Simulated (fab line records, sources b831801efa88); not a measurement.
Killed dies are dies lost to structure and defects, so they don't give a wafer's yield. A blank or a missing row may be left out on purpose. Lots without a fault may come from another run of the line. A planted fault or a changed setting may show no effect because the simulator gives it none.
Split-lot experiment | flow gf180mcu | 5 lots, 23 wafers read, on a route of 602 steps

THE SPLIT
At GF_M1_SPUTTER_04 (material TiN, target thk 50 nm, time 41.7 s), the setting power_w was moved away from the recipe's 6500 W on 8 of the 23 wafers read, by -10.8% to +9.1%. The other wafers ran this setting at the recipe's value.

The reading is taken at the split's own step.

THE READING
TiN_of_M1_SPUTTER_04.thk_nm (the simulator's own value, which no gauge read), in nm, at GF_M1_SPUTTER_04 (material TiN, target thk 50 nm, time 41.7 s). The file gives no usual value for it. The 15 wafers here that ran the recipe average 49.81 nm, standard deviation 0.59 nm.

wafer  | tool, chamber at the split | power_w as run, W | against the recipe | TiN_of_M1_SPUTTER_04.thk_nm, nm | against lot-mates on the recipe
L076.1 | pvd_sputter-02, -          | 6500              | recipe             | 48.95                           | -
L076.4 | pvd_sputter-02, -          | 6500              | recipe             | 48.88                           | -
L076.5 | pvd_sputter-02, -          | 6500              | recipe             | 49.01                           | -
L077.1 | pvd_sputter-02, -          | 5797              | -10.8%             | 44.46                           | -5.30
L077.2 | pvd_sputter-02, -          | 5797              | -10.8%             | 44.39                           | -5.37
L077.3 | pvd_sputter-02, -          | 6500              | recipe             | 49.73                           | -
L077.5 | pvd_sputter-02, -          | 5797              | -10.8%             | 44.56                           | -5.20
L077.6 | pvd_sputter-02, -          | 6500              | recipe             | 49.79                           | -
L081.1 | pvd_sputter-01, -          | 6500              | recipe             | 50.08                           | -
L081.2 | pvd_sputter-01, -          | 6500              | recipe             | 49.2                            | -
L081.4 | pvd_sputter-01, -          | 6500              | recipe             | 49.99                           | -
L081.5 | pvd_sputter-01, -          | 6500              | recipe             | 49.91                           | -
L081.6 | pvd_sputter-01, -          | 6500              | recipe             | 49.59                           | -
L082.1 | pvd_sputter-01, -          | 6500              | recipe             | 50.97                           | -
L082.2 | pvd_sputter-01, -          | 6500              | recipe             | 50.51                           | -
L082.3 | pvd_sputter-01, -          | 7092              | +9.1%              | 54.44                           | +3.79
L082.4 | pvd_sputter-01, -          | 6500              | recipe             | 50.48                           | -
L082.5 | pvd_sputter-01, -          | 7092              | +9.1%              | 54.35                           | +3.70
L083.1 | pvd_sputter-04, -          | 5905              | -9.2%              | 45.53                           | -4.49
L083.6 | pvd_sputter-04, -          | 5905              | -9.2%              | 45.53                           | -4.49
L083.2 | pvd_sputter-04, -          | 6500              | recipe             | 50.17                           | -
L083.3 | pvd_sputter-04, -          | 5905              | -9.2%              | 45.56                           | -4.46
L083.4 | pvd_sputter-04, -          | 6500              | recipe             | 49.87                           | -

THE FIT
A straight line over all 23 wafers: TiN_of_M1_SPUTTER_04.thk_nm changes by +0.489 nm for each +1% of power_w; r = +0.98; the points scatter about the line by 0.51 nm.
The same after taking each lot's own level away (the mean of its wafers on the recipe; 23 wafers): +0.467 nm for each +1%; r = +1.00; scatter 0.25 nm.
On that fit, the largest move of power_w shifts the reading by 5 nm.
The lots' own levels span 48.947 to 50.653 nm, that is 2.9 times the standard deviation above.
So the lot-to-lot level changes the slope little: the two slopes agree.
Check: with one of the wafers moved furthest among these (-10.8%) left out of the fit, the line predicts -5.12 nm for it against its lot-mates. It came out at -5.3 nm against them.

OTHER SPLITS ON THESE WAFERS
These wafers also went through other splits before the reading. Each is held against what the fit with the lots' levels taken away leaves over:
other split on the same wafers       | wafers away from the commonest value | r with TiN_of_M1_SPUTTER_04.thk_nm (lot level and that fit taken away)
GF_PSD_EXPOSE_04 dose_mj             | 6                                    | +0.05
GF_SALICIDE_SPUTTER_03 time_s        | 9                                    | +0.07
GF_CONTACT_CMP_04 leave_above_ref_nm | 10                                   | +0.28
GF_CONTACT_PEB_12 peb_temp_c         | 11                                   | +0.26

THE FILE'S OWN FIT
TiN_of_M1_SPUTTER_04.thk_nm changes by +0.466 nm for each +1% of power_w, r = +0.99.
